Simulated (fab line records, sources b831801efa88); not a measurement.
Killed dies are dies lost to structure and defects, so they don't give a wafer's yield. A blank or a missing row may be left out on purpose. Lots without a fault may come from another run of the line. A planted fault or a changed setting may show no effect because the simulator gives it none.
Split-lot experiment | flow sfq_line | 5 lots, 23 wafers read, on a route of 325 steps

THE SPLIT
At SFQ_TRILAYER_M3_LITHO_COAT_080 (resist thk 62 nm), the setting spin_rpm was moved away from the recipe's 3000 rpm on 10 of the 23 wafers read, by +5.2% to +7.4%. The other wafers ran this setting at the recipe's value.

The reading is taken at the split's own step.

THE READING
BARC_of_TRILAYER_M3_LITHO_COAT_080.thk_nm (the simulator's own value, which no gauge read), in nm, at SFQ_TRILAYER_M3_LITHO_COAT_080 (resist thk 62 nm). The file gives no usual value for it. The 13 wafers here that ran the recipe average 61.98 nm, standard deviation 0.18 nm.

wafer  | tool, chamber at the split | spin_rpm as run, rpm | against the recipe | BARC_of_TRILAYER_M3_LITHO_COAT_080.thk_nm, nm | against lot-mates on the recipe
L074.1 | litho_track-03, 0          | 3000                 | recipe             | 62.28                                         | -
L074.2 | litho_track-03, 0          | 3000                 | recipe             | 61.98                                         | -
L074.5 | litho_track-03, 0          | 3000                 | recipe             | 62.12                                         | -
L075.2 | litho_track-04, 0          | 3000                 | recipe             | 61.81                                         | -
L075.3 | litho_track-04, 0          | 3197                 | +6.6%              | 60.02                                         | -1.94
L075.4 | litho_track-04, 0          | 3197                 | +6.6%              | 60.06                                         | -1.90
L075.5 | litho_track-04, 0          | 3000                 | recipe             | 62.18                                         | -
L075.6 | litho_track-04, 0          | 3000                 | recipe             | 61.9                                          | -
L076.1 | litho_track-04, 0          | 3156                 | +5.2%              | 60.34                                         | -1.64
L076.2 | litho_track-04, 0          | 3000                 | recipe             | 61.94                                         | -
L076.3 | litho_track-04, 0          | 3000                 | recipe             | 62.08                                         | -
L076.4 | litho_track-04, 0          | 3156                 | +5.2%              | 60.39                                         | -1.59
L076.6 | litho_track-04, 0          | 3000                 | recipe             | 61.91                                         | -
L083.1 | litho_track-04, 0          | 3177                 | +5.9%              | 60.07                                         | -1.66
L083.2 | litho_track-04, 0          | 3177                 | +5.9%              | 59.98                                         | -1.75
L083.4 | litho_track-04, 0          | 3177                 | +5.9%              | 60.06                                         | -1.67
L083.5 | litho_track-04, 0          | 3000                 | recipe             | 61.53                                         | -
L083.6 | litho_track-04, 0          | 3000                 | recipe             | 61.93                                         | -
L084.1 | litho_track-02, 0          | 3000                 | recipe             | 62.13                                         | -
L084.2 | litho_track-02, 0          | 3223                 | +7.4%              | 59.86                                         | -2.19
L084.3 | litho_track-02, 0          | 3223                 | +7.4%              | 59.92                                         | -2.13
L084.4 | litho_track-02, 0          | 3223                 | +7.4%              | 59.73                                         | -2.32
L084.5 | litho_track-02, 0          | 3000                 | recipe             | 61.97                                         | -

THE FIT
A straight line over all 23 wafers: BARC_of_TRILAYER_M3_LITHO_COAT_080.thk_nm changes by -0.302 nm for each +1% of spin_rpm; r = -0.99; the points scatter about the line by 0.16 nm.
The same after taking each lot's own level away (the mean of its wafers on the recipe; 23 wafers): -0.295 nm for each +1%; r = -0.99; scatter 0.11 nm.
On that fit, the largest move of spin_rpm shifts the reading by 2.2 nm.
The lots' own levels span 61.730 to 62.127 nm, that is 2.2 times the standard deviation above.
So the lot-to-lot level changes the slope little: the two slopes agree.
Check: with one of the wafers moved furthest among these (+7.4%) left out of the fit, the line predicts -2.2 nm for it against its lot-mates. It came out at -2.19 nm against them.

OTHER SPLITS ON THESE WAFERS
These wafers also went through other splits before the reading. Each is held against what the fit with the lots' levels taken away leaves over:
other split on the same wafers                    | wafers away from the commonest value | r with BARC_of_TRILAYER_M3_LITHO_COAT_080.thk_nm (lot level and that fit taken away)
SFQ_TRILAYER_M1_LITHO_PEB_042 peb_time_s          | 7                                    | -0.19
SFQ_TRILAYER_I1_DEP_PECVD_045 rf_w                | 11                                   | +0.01
SFQ_TRILAYER_I1_CMP_CMP_046 leave_above_ref_nm    | 5                                    | -0.32
SFQ_TRILAYER_I1_VIA_BARC_OPEN_VIA_ETCH_071 time_s | 6                                    | -0.18
SFQ_TRILAYER_M2_LITHO_EXPOSE_058 dose_mj          | 11                                   | +0.10
SFQ_TRILAYER_I2_VIA_LITHO_COAT_072 spin_rpm       | 9                                    | +0.09

THE FILE'S OWN FIT
BARC_of_TRILAYER_M3_LITHO_COAT_080.thk_nm changes by -0.296 nm for each +1% of spin_rpm, r = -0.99.
